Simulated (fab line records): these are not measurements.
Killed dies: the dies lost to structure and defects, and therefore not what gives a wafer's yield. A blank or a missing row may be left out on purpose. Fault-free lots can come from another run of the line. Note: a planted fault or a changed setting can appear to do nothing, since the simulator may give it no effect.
A struck lot beside a sound one	flow sky130	15 out of 708 route steps
Sound: these wafers, L786.1, L786.5, L786.6. Struck: wafer L789.4 (left out: L789.1, L789.6 of the same lot, which were not struck); the cause appears at the end.
Per side, at each step with rows, come the tool, then ch with its chambers, and then its first start. Under that, the readings that differ: sound wafers	struck wafers	difference of the means	sigmas: that difference in standard deviations of wafers without a fault.
alike: readings with means less than 2 such deviations apart, plus words and numbers identical on both sides. not compared: withheld readings, readings lacking a value on some wafer, bounds such as >300 that could conceal the same value, and numbers that have no deviation in the record and whose values overlap.
A row with sigmas, a row that says differs or no value, or rows on one side alone: a step with any of these is where the two part. Numbers that don't overlap but have no deviation are shown without sigmas and don't part them. A reading that every wafer of one side lacks parts them only if that side has two wafers or more.

first, 7 steps without rows for these wafers: SKY_METAL3_HMDS_06 (prime time 60 s); SKY_METAL3_COAT_07 (resist thk 60 nm); SKY_METAL3_COAT_08 (resist thk 1140 nm); SKY_METAL3_SOFTBAKE_09 (time 90 s); SKY_METAL3_EXPOSE_10 (exposes mask MM3, target cd 300 nm); SKY_METAL3_PEB_11; SKY_METAL3_DEVELOP_12 (develop time 60 s).
SKY_METAL3_CD_MEAS_13 targets a cd of 300 nm.
  struck on cd-sem-02, day 40 11:26; sound on cd-sem-02, day 39 04:30
reading	sound	struck	difference	sigmas
cd-nm (nm)	301.9 303.4 302.3	298.8	-3.7	-2
SKY_METAL3_OVL_MEAS_14:
  struck on overlay-02, day 40 11:33; sound on overlay-02, day 39 04:37
reading	sound	struck	difference	sigmas
METAL3_OVL (nm)	13 9 14	-8	-20	-3
SKY_METAL3_DESCUM_15: chemistry O2, time 8 s.
  sound on rie-metal-01 ch 0,1, day 39 04:40; struck on rie-metal-01 ch 1, day 40 11:35
  alike: drypump-motor-current-A, he-backside-leak-sccm, oes-product-au
  not compared: rf-hours-counter-h
SKY_METAL3_ETCH_16: etches BARC in N2/H2, stops on SiO2, time 88.2 s, target depth 60 nm.
  sound on rie-metal-01 ch 0,1, day 39 04:41; struck on rie-metal-01 ch 1, day 40 11:37
  alike: bias-w, drypump-motor-current-A, he-backside-leak-sccm, oes-product-au, throttle-valve-pct
  not compared: rf-hours-counter-h
SKY_METAL3_ETCH_17: etches SiO2 in C4F8/O2/Ar, stops on TiN, time 3.9 s, target depth 15 nm.
  sound on rie-diel-01 ch 0,1,3, day 39 04:47; struck on rie-diel-02 ch 1, day 40 11:43
  alike: bias-w, oes-product-au
  not compared: rf-hours-counter-h
SKY_METAL3_METAL_ETCH_18: etches the open film in Cl2/BCl3, stops on SiO2, target depth 845 nm, time 183.1 s.
  sound on rie-metal-02 ch 0, day 39 04:48; struck on rie-metal-03 ch 0, day 40 11:44
reading	sound	struck	difference	sigmas
bias-w (W)	48.59 48.78 48.69	46.71	-1.98	-14
drypump-motor-current-A (A)	6.26 6.26 6.25	5.68	-0.58	-2
  alike: bcl3-flow-sccm, he-backside-leak-sccm, mfc-cl2-sccm, oes-product-au, throttle-valve-pct
  not compared: rf-hours-counter-h
SKY_METAL3_STRIP_19: strips in O2/N2.
  sound on plasma-asher-01 ch 0,1, day 39 05:10; struck on plasma-asher-01 ch 0, day 40 11:55
  alike: drypump-motor-current-A, oes-product-au, strip-time-to-endpoint-s
  not compared: rf-hours-counter-h
-- the record jumps here: 7 days lie between the struck wafers' starts before and after (it left off in module METAL3 and takes up again in module PAD_OPEN, whose first step shown is number 708 of the route) --
SKY_PAD_OPEN_PROBE_99:
  struck on prober-01, day 47 08:57; sound on prober-01, day 46 08:20
reading	sound	struck	difference	sigmas
defect-limited-yield (%)	79.1 80.7 83.3	85.0	+4.0	+2
killed-dies	103 95 82	74	-19	-2
sort_bin_5_function (%)	13.4 12.2 10.2	8.9	-3.0	-2
sort-n-pass	389 397 410	418	+19	+2
sort-yield-pct (%)	79.1 80.7 83.3	85.0	+4.0	+2
  alike: killed_at_M0_to_M3, killed_at_M4_up, killed-at-contacts, killed-at-front-end, killed-at-other, killed-open, killed-short, sort_bin_3_pad_short, sort_bin_6_memory

## WHERE THEY PART
Earliest at SKY_METAL3_CD_MEAS_13; latest, in this record, at SKY_PAD_OPEN_PROBE_99.

WHY: the cause the simulator had injected
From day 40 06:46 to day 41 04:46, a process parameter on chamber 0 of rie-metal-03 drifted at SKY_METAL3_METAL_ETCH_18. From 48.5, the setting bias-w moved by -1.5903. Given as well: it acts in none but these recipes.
